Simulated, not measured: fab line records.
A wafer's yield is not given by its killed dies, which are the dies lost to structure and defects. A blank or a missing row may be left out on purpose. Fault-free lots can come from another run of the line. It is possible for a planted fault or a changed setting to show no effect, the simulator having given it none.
Matching of chambers + flow gf180mcu + 4 sister chambers for GF_STI_CMP_25 on cmp-02
The step polishes, stops on Si3N4, t overpolish 33 s, target thk 524.6 nm. 4 wafers are shown with their chamber, then 7 later ones without.

## WAFERS PAIRED WITH THEIR CHAMBERS
| wafer  | chamber | motorCurrentA (A) |
|--------|---------|-------------------|
| L852.2 | 0       | 13.5              |
| L852.5 | 2       | 10.9              |
| L855.2 | 3       | 10.6              |
| L855.4 | 1       | 11.8              |

## WAFERS WITH NO CHAMBER GIVEN
| wafer  | motorCurrentA (A) |
|--------|-------------------|
| L855.5 | 12.0              |
| L856.2 | 11.1              |
| L856.3 | 10.7              |
| L856.5 | 12.0              |
| L858.2 | 14.0              |
| L858.3 | 12.1              |
| L858.6 | 13.2              |

## WHICH CHAMBER EACH ONE RAN IN
| wafer  | from the rows above          | in truth                   |
|--------|------------------------------|----------------------------|
| L855.5 | 1                            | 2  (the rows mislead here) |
| L856.2 | can't be placed: 2 or 3 or 1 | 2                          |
| L856.3 | can't be placed: 3 or 2      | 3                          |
| L856.5 | 1                            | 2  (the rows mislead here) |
| L858.2 | 0                            | 0                          |
| L858.3 | 1                            | 1                          |
| L858.6 | 0                            | 0                          |
Correctly placed: 3 of 7. From these rows, 2 cannot be placed; in 2 the true chamber is one of the candidates. 2 placed wrongly.
How it was worked out, from the rows above alone: a wafer's distance from a chamber is the root of the sum, over the readings, of the square of ((its reading less the chamber's mean) divided by the reading's scatter). If the next closest chamber is less than 2 further off than the closest, the wafer can't be placed; otherwise it belongs to the closest. For every chamber, the mean is computed from those of its wafers that are shown. The scatter (one wafer shown for each chamber): square how far every hidden wafer sits from the nearest shown wafer, average those squares and take the square root.
